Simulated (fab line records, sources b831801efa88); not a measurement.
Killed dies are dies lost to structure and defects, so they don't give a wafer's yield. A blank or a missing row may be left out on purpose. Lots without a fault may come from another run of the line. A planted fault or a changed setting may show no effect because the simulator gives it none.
Which tool did it? | flow gf180mcu | 14 lots, 42 wafers sampled, at 2 steps of a route of 602

WHAT THE GAUGES READ, wafer by wafer
GF_V1_BOW_MEAS_05.
lot  | measured     | on            | V1_BOW (um)
L762 | day 17 10:25 | film_metro-03 | 75 72 84
L763 | day 17 22:06 | film_metro-03 | 81 81 89
L764 | day 18 08:41 | film_metro-02 | 86 82 87
L769 | day 20 02:21 | film_metro-02 | 87 76 84
L771 | day 21 00:18 | film_metro-02 | 90 97 80
L772 | day 21 14:33 | film_metro-03 | 83 93 93
L774 | day 22 00:01 | film_metro-04 | 91 84 87
L775 | day 22 11:26 | film_metro-03 | 69 66 70
L776 | day 22 16:36 | film_metro-04 | 87 77 82
L778 | day 23 08:50 | film_metro-04 | 83 77 69
L781 | day 24 10:46 | film_metro-04 | 75 76 75
L782 | day 24 16:52 | film_metro-02 | 84 90 84
L783 | day 24 20:45 | film_metro-02 | 75 67 83
L784 | day 25 11:55 | film_metro-02 | 83 91 87

WHICH TOOL RAN EACH LOT (tool, then ch and the chambers of the sampled wafers, then the start)
lot  | GF_CONTACT_ETCH_17
L762 | rie_diel-03 ch 0,2,3, day 17 10:25 or earlier
L763 | rie_diel-04 ch 0,1,2, day 17 22:06 or earlier
L764 | rie_diel-03 ch 1,2,3, day 18 08:41 or earlier
L769 | rie_diel-04 ch 0,1,3, day 20 02:21 or earlier
L771 | rie_diel-03 ch 0,2, day 21 00:18 or earlier
L772 | rie_diel-02 ch 0,1,3, day 21 14:33 or earlier
L774 | rie_diel-04 ch 1,2, day 22 00:01 or earlier
L775 | rie_diel-04 ch 0,2,3, day 22 11:26 or earlier
L776 | rie_diel-02 ch 0,1,3, day 22 16:36 or earlier
L778 | rie_diel-02 ch 0,2,3, day 23 08:50 or earlier
L781 | rie_diel-04 ch 1,2, day 24 10:46 or earlier
L782 | rie_diel-03 ch 0,1,3, day 24 16:52 or earlier
L783 | rie_diel-03 ch 1,2, day 24 20:45 or earlier
L784 | rie_diel-02 ch 0,1, day 25 11:55 or earlier
- GF_CONTACT_ETCH_17: etches SiO2 in C4F8/O2/Ar, stops on CoSi2, target depth 860 nm.

WHAT THE TOOLS THEMSELVES READ (means of the sampled wafers that have a number; where no wafer has one, the mark that the record gives instead)
GF_CONTACT_ETCH_17.
lot  | tool        | bias_w (W) | chamber_pressure_mTorr (mTorr) | oes_product_au (a.u.)
L762 | rie_diel-03 | 1201       | 40.00                          | 0.812
L763 | rie_diel-04 | 1200       | 39.95                          | 0.816
L764 | rie_diel-03 | 1198       | 40.01                          | 0.813
L769 | rie_diel-04 | 1200       | 39.97                          | 0.810
L771 | rie_diel-03 | 1203       | 40.03                          | 0.814
L772 | rie_diel-02 | 1200       | 40.05                          | 0.813
L774 | rie_diel-04 | 1198       | 40.02                          | 0.814
L775 | rie_diel-04 | 1199       | 39.96                          | 0.814
L776 | rie_diel-02 | 1198       | 40.02                          | 0.819
L778 | rie_diel-02 | 1199       | 40.00                          | 0.818
L781 | rie_diel-04 | 1200       | 39.97                          | 0.814
L782 | rie_diel-03 | 1197       | 40.00                          | 0.813
L783 | rie_diel-03 | 1199       | 40.01                          | 0.822
L784 | rie_diel-02 | 1199       | 40.01                          | 0.812

THE ANSWER, worked out from the rows above alone
Rule: what is usual is taken from the lots themselves. Put in order of their means at a reading, lots are off if they are a third of the lots or fewer, leave a main group of 4 or more, and stand apart from it by a gap of 3 or more times the standard deviation of the main group's means; of several such gaps the widest counts. A main group whose means are all the same, to the digits that the tables above print for the reading, isn't used. A lot without any number at a reading at which 4 lots or more have one is off too. The other lots that the step has rows for count as sound. The gauges are gone through in route order, then the tools' own readings, and for those a lot's mean is taken as printed above. The first step at which some lot is off is used, and at that step the reading that is off furthest; a lot without a number counts as furthest.
No lot is off at any reading shown: from this, nothing can be told.

WHAT THE SIMULATOR HAD PUT IN
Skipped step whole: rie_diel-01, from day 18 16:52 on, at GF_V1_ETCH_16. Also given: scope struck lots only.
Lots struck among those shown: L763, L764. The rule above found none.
